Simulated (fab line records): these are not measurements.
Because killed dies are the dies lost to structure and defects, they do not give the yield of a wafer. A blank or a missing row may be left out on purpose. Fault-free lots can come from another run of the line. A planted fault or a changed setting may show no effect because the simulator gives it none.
The tool behind it: which one? -- flow sky130 -- route of 708 steps, sampled at 1 step: 11 lots, 33 wafers

WHAT THE GAUGES SHOWED, per wafer
SKY_METAL5_THK_MEAS_06: measures by xrf. Usual: METAL5_ALCU_THK typically reads 1167 nm, with standard deviation 13.
lot,measured,on,METAL5_ALCU_THK (nm),flag
L804,day 43 03:29,film metro-02,1183 1173 1179,
L805,day 43 08:08,film metro-04,1201 1193 1187,
L806,day 43 11:19,film metro-01,1141 1155 1159,
L810,day 44 21:35,film metro-02,1170 1156 1169,
L809,day 44 23:31,film metro-04,1196 1178 1179,
L815,day 46 15:52,film metro-02,1176 1172 1188,
L816,day 46 17:58,film metro-02,1151 1165 1157,
L818,day 46 20:49,film metro-01,1170 1166 1169,
L819,day 47 00:07,film metro-02,1172 1164 1168,
L821,day 48 01:28,film metro-01,1182 1186 1178,
L823,day 48 06:31,film metro-01,1156 1170 1163,

WHAT TOOL EACH LOT RAN ON (gives the tool, then ch and the chambers of the sampled wafers, and finally the start)
Before these readings, the record contains no process step.

WHAT THE TOOLS THEMSELVES READ (means of the sampled wafers that have a number; where no wafer has one, the mark that the record gives instead)
The record holds no such reading with a usual standard deviation.

THE ANSWER, worked out from the rows above alone
Rule: take the mean of a lot's wafers that have a number; if it is more than 3 standard deviations from the usual mean, the lot is off. A lot without any number at a reading at which 4 lots or more have one is off too. The other lots that the step has rows for count as sound. First the gauges in route order, then the tools' own readings, where a lot's mean is used as printed above. The first step at which some lot is off is used, and at that step the reading that is off furthest; a lot without a number counts as furthest.
Nothing can be told from this: no lot is off at any reading shown.

WHAT WAS PUT IN BY THE SIMULATOR
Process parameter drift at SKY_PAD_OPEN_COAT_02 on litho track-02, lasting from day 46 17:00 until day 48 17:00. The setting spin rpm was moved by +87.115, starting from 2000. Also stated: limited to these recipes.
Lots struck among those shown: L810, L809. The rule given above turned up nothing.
